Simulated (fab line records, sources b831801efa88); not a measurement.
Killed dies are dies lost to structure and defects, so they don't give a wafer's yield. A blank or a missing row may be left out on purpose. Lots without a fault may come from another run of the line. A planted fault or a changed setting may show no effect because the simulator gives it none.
fab line records | flow sky130
record lots=15 wafers=45 last_day=50
route steps=708 shown SD_P@330 PAD_OPEN@708
lots that met no fault: from a run of the same line without faults
start_h: hours from the record's first day to the start of the lot's first wafer shown | wait_h: hours since the lot's step before | " the same as in the row above | L1.1+2: a row that stands for several wafers | - no value, or no start given | * or withheld: withheld | < > ~ a bound
route shown NAME@n: a module of which the file shows steps, and the number in the route of the first | usual: mean/standard deviation of fault-free wafers | same: alike in all rows | chamber/n: place in a boat | sites: the reading at each site | _std_site: their standard deviation | _edge_site: outer sites' mean less inner sites' | radius_mm: how far each site lies from the wafer's centre | mask NAME#n: copy n | behind: the tool/chamber that last shaped the wafer | hold: why the lot was held/for how many hours/how that ended | device: the transistor (n, p or np) that didn't switch | end of line: the same wafers' tests at the end of the route | a step without rows: its recipe alone | killed: dies lost to structure and defects at the first sort, not the wafer's yield | map: a wafer's dies, x killed, . not, _ none there
set.NAME: the setting as run; set.NAME@STEP: as run at that earlier step | model.NAME: the simulator's own value behind a step, which no gauge read
steps of the route over a sample of lots; a table a step, a row a wafer
services: from which hour (start_h, from the record's first day; less than 0 if before it) a tool's chamber was out of use, for how many hours, and why
## steps
# step SKY_SD_P_STRIP_10
# recipe chemistry=O2/N2 power_w=1400 pressure_mtorr=1500 platen_temp_c=withheld o2_flow_sccm=3000 n2_flow_sccm=300 overash_fraction=0.5
# usual chamber_pressure_mTorr=1500.0/1.4 drypump_motor_current_A=5.8/0.47 oes_product_au=0.617/0.0048 strip_time_to_endpoint_s=17.49/0.04
# columns lot.wafer tool chamber start_h wait_h chamber_pressure_mTorr drypump_motor_current_A oes_product_au rf_hours_counter_h strip_time_to_endpoint_s
L798.1 plasma_asher-02 1 583.56 0.1 1498.4 6.1 0.620 15 17.51
L798.4 " 0 " " 1500.6 5.3 0.620 - 17.53
L798.6 " 0 " " 1497.0 5.3 0.610 - 17.56
L799.1 plasma_asher-03 1 593.48 0.1 1499.0 5.8 0.618 87 17.44
L799.4 " 1 " " 1502.0 5.8 0.613 - 17.52
L799.5 " 0 " " 1500.0 6.5 0.620 - 17.50
L802.1 plasma_asher-03 0 629.48 0.1 1499.2 6.5 0.611 91 17.56
L802.2 " 1 " " 1500.4 5.8 0.619 91 17.55
L802.5 " 0 " " 1499.7 6.5 0.625 - 17.60
L805.2 plasma_asher-03 0 646.34 0.1 1500.7 6.5 0.613 93 17.55
L805.3 " 1 " " 1499.9 5.8 0.617 - 17.54
L805.4 " 0 " " 1501.4 6.5 0.613 - 17.50
L806.2 plasma_asher-03 0 658.46 0.1 1501.6 6.5 0.615 94 17.52
L806.3 " 1 " " 1499.8 5.8 0.617 - 17.54
L806.6 " 0 " " 1498.8 6.5 0.621 - 17.54
L807.2 plasma_asher-03 0 667.39 0.1 1502.9 6.5 0.615 95 17.53
L807.3 " 0 " " 1499.1 6.5 0.611 - 17.55
L807.6 " 1 " " 1501.4 5.8 0.619 - 17.55
L812.1 plasma_asher-01 1 721.54 0.1 1500.5 5.7 0.619 91 17.51
L812.2 " 0 " " 1498.9 5.1 0.626 91 17.43
L812.6 " 0 " " 1500.0 5.1 0.618 - 17.47
L814.1 plasma_asher-01 0 725.81 0.1 1500.6 5.1 0.620 92 17.56
L814.2 " 1 " " 1500.4 5.7 0.618 92 17.53
L814.5 " 0 " " 1498.7 5.1 0.617 - 17.49
L813.4 plasma_asher-02 0 727.38 0.1 1500.2 5.3 0.621 - 17.51
L813.5 " 1 " " 1501.8 6.1 0.613 - 17.52
L813.6 " 0 " " 1500.2 5.3 0.620 - 17.56
L816.2 plasma_asher-02 1 742.23 0.1 1499.4 6.1 0.617 31 17.50
L816.4 " 0 " " 1501.3 5.3 0.619 - 17.50
L816.6 " 1 " " 1497.0 6.1 0.619 - 17.49
L815.2 plasma_asher-01 0 746.29 0.1 1500.5 5.1 0.610 94 17.43
L815.3 " 0 " " 1500.6 5.1 0.619 - 17.49
L815.6 " 0 " " 1501.2 5.1 0.620 - 17.48
L817.1 plasma_asher-03 0 754.31 0.1 1499.5 6.5 0.620 1 17.49
L817.5 " 1 " " 1498.7 5.8 0.625 - 17.53
L817.6 " 0 " " 1501.7 6.5 0.612 - 17.48
L818.1 plasma_asher-03 0 756.63 0.1 1497.9 6.5 0.620 2 17.46
L818.2 " 1 " " 1500.1 5.8 0.614 2 17.46
L818.5 " 1 " " 1500.5 5.8 0.620 - 17.48
L819.1 plasma_asher-02 0 762.71 0.1 1499.8 5.3 0.618 33 17.52
L819.2 " 1 " " 1498.9 6.1 0.619 33 17.44
L819.4 " 0 " " 1498.8 5.3 0.620 - 17.47
L821.2 plasma_asher-01 1 772.36 0.1 1499.4 5.7 0.621 96 17.51
L821.5 " 0 " " 1501.6 5.1 0.617 - 17.54
L821.6 " 1 " " 1498.9 5.7 0.612 - 17.52
# step SKY_PAD_OPEN_PROBE_99
# usual killed_at_M0_to_M3=42/6.4 killed_at_M4_up=3.0/2 killed_at_contacts=24/5.2 killed_at_front_end=14/4.2 killed_at_other=0.4/0.72 killed_dies=84/9 killed_on_rim=16/3.7 killed_open=46/6.6 killed_short=38/6
# same gross_dies=492 killed_at_back_side=0
# columns lot.wafer tool chamber start_h wait_h killed_at_M0_to_M3 killed_at_M4_up killed_at_contacts killed_at_front_end killed_at_other killed_dies killed_on_rim killed_open killed_short
L805.2 prober-02 - 1118.31 0.1 39 2 29 16 0 86 23 45 40
L805.3 prober-02 - 1118.36 0.2 36 1 16 58 0 111 20 38 27
L805.4 prober-02 - 1118.41 0.2 41 3 20 16 0 80 21 35 45
L806.2 prober-01 - 1125.43 0.1 44 8 24 16 0 92 18 46 43
L806.3 prober-01 - 1125.48 0.2 41 3 24 46 1 115 22 35 41
L806.6 prober-01 - 1125.63 0.2 47 3 36 10 0 96 13 47 49
L807.2 prober-02 - 1130.51 0.1 46 5 31 12 1 95 20 49 46
L807.3 prober-02 - 1130.56 0.2 36 3 16 13 1 69 17 38 31
L807.6 prober-02 - 1130.71 0.2 39 6 21 50 0 116 20 40 37
L817.1 prober-01 - 1187.71 0.1 40 2 22 21 1 86 15 53 33
L817.5 prober-01 - 1187.91 0.2 43 2 19 14 1 79 15 45 34
L817.6 prober-01 - 1187.96 0.2 40 3 25 15 1 84 16 38 46
# killed by level:class
L805.2 CONTACT:geometric_particle:open=11 VIA1:geometric_particle:open=7 LI_CONTACT:geometric_particle:open=7 CONTACT:geometric_particle:short=7 METAL1:geometric_particle:short=6 FIELD_ISO:geometric_particle:open=4 METAL2:geometric_particle:short=4 VIA1:geometric_particle:short=4
L805.3 SD_P:unspecified=46 CONTACT:geometric_particle:open=10 VIA1:geometric_particle:open=9 METAL2:geometric_particle:short=8 FIELD_ISO:geometric_particle:open=4 METAL1:geometric_particle:short=4 VIA1:geometric_particle:short=4 POLY_GATE:geometric_particle:open=3
L805.4 VIA1:geometric_particle:open=10 METAL2:geometric_particle:short=8 FIELD_ISO:geometric_particle:short=6 CONTACT:geometric_particle:open=6 VIA2:geometric_particle:open=6 POLY_GATE:geometric_particle:short=5 VIA3:geometric_particle:short=5 LI_CONTACT:geometric_particle:open=4
L806.2 VIA1:geometric_particle:open=10 METAL2:geometric_particle:short=9 CONTACT:geometric_particle:open=8 LI_CONTACT:geometric_particle:open=7 METAL1:geometric_particle:short=6 VIA3:geometric_particle:open=6 FIELD_ISO:geometric_particle:short=5 POLY_GATE:geometric_particle:short=5
L806.3 SD_P:unspecified=37 VIA1:geometric_particle:open=13 METAL2:geometric_particle:short=8 CONTACT:geometric_particle:short=6 LI_CONTACT:geometric_particle:short=5 LI_CONTACT:geometric_particle:open=5 CONTACT:geometric_particle:open=5 VIA2:geometric_particle:open=5
L806.6 LI_CONTACT:geometric_particle:open=15 METAL1:geometric_particle:short=9 CONTACT:geometric_particle:short=8 VIA1:geometric_particle:open=8 CONTACT:geometric_particle:open=6 VIA3:geometric_particle:open=6 VIA1:geometric_particle:short=6 METAL2:geometric_particle:short=5
L807.2 CONTACT:geometric_particle:open=14 VIA3:geometric_particle:open=8 VIA2:geometric_particle:open=6 LI_CONTACT:geometric_particle:open=6 CONTACT:geometric_particle:short=6 VIA2:geometric_particle:short=5 VIA1:geometric_particle:open=5 METAL2:geometric_particle:short=5
L807.3 METAL1:geometric_particle:short=8 VIA2:geometric_particle:open=7 LI_CONTACT:geometric_particle:open=6 VIA3:geometric_particle:open=5 VIA1:geometric_particle:open=4 CONTACT:geometric_particle:short=4 FIELD_ISO:geometric_particle:short=3 POLY_GATE:geometric_particle:open=3
L807.6 SD_P:unspecified=39 CONTACT:geometric_particle:open=8 VIA1:geometric_particle:open=7 METAL1:geometric_particle:short=6 VIA2:geometric_particle:open=6 LI_CONTACT:geometric_particle:open=5 LOCAL_INTERCONNECT:geometric_particle:short=4 VIA1:geometric_particle:short=4
L817.1 VIA1:geometric_particle:open=10 CONTACT:geometric_particle:open=10 VIA2:geometric_particle:open=9 FIELD_ISO:geometric_particle:open=6 CONTACT:geometric_particle:short=5 METAL1:geometric_particle:short=5 VIA1:geometric_particle:short=5 VIA3:geometric_particle:open=4
L817.5 VIA1:geometric_particle:open=10 CONTACT:geometric_particle:open=9 METAL2:geometric_particle:short=7 VIA2:geometric_particle:open=6 POLY_GATE:geometric_particle:short=5 LI_CONTACT:geometric_particle:open=5 VIA3:geometric_particle:short=4 FIELD_ISO:geometric_particle:short=3
L817.6 VIA1:geometric_particle:open=10 LOCAL_INTERCONNECT:geometric_particle:short=9 METAL1:geometric_particle:short=8 VIA1:geometric_particle:short=6 POLY_GATE:geometric_particle:open=5 FIELD_ISO:geometric_particle:open=4 LI_CONTACT:geometric_particle:open=4 CONTACT:geometric_particle:short=4
## services
# columns tool chamber start_h hours kind
plasma_asher-01 - 659.03 2.8 pm
plasma_asher-03 - 733.75 9.0 pm
plasma_asher-03 0 733.75 9.0 vent_cycle
plasma_asher-03 1 733.75 9.0 vent_cycle
plasma_asher-03 0 742.75 - clean
plasma_asher-03 1 742.75 - clean
plasma_asher-02 - 745.85 2.8 pm
## key
first_sign step=SKY_PAD_OPEN_PROBE_99 reading=killed_at_front_end direction=up sigmas=8.8 usual=14 struck=51
effect step=SKY_PAD_OPEN_PROBE_99 reading=killed_dies direction=up sigmas=3.3 usual=84 struck=114
met_at SKY_SD_P_STRIP_10
struck_lots L805,L806,L807
struck_wafers L805.3,L806.3,L807.6
tester_left_out L805,L806,L807
onset_between 629.48 646.34
fault kind=chamber_particle_source tool=plasma_asher-03 chamber=1 onset_h=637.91 steps=SKY_SD_P_STRIP_10 rate_per_visit_cm2=0.59808 end_h=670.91
# tester_left_out: of these lots the tester's yield and bins aren't shown, on N5 and GAA mostly nor the transistor test; their killed dies are dies lost to structure and defects alone, not to doping, threshold or leakage, so they don't give the yield
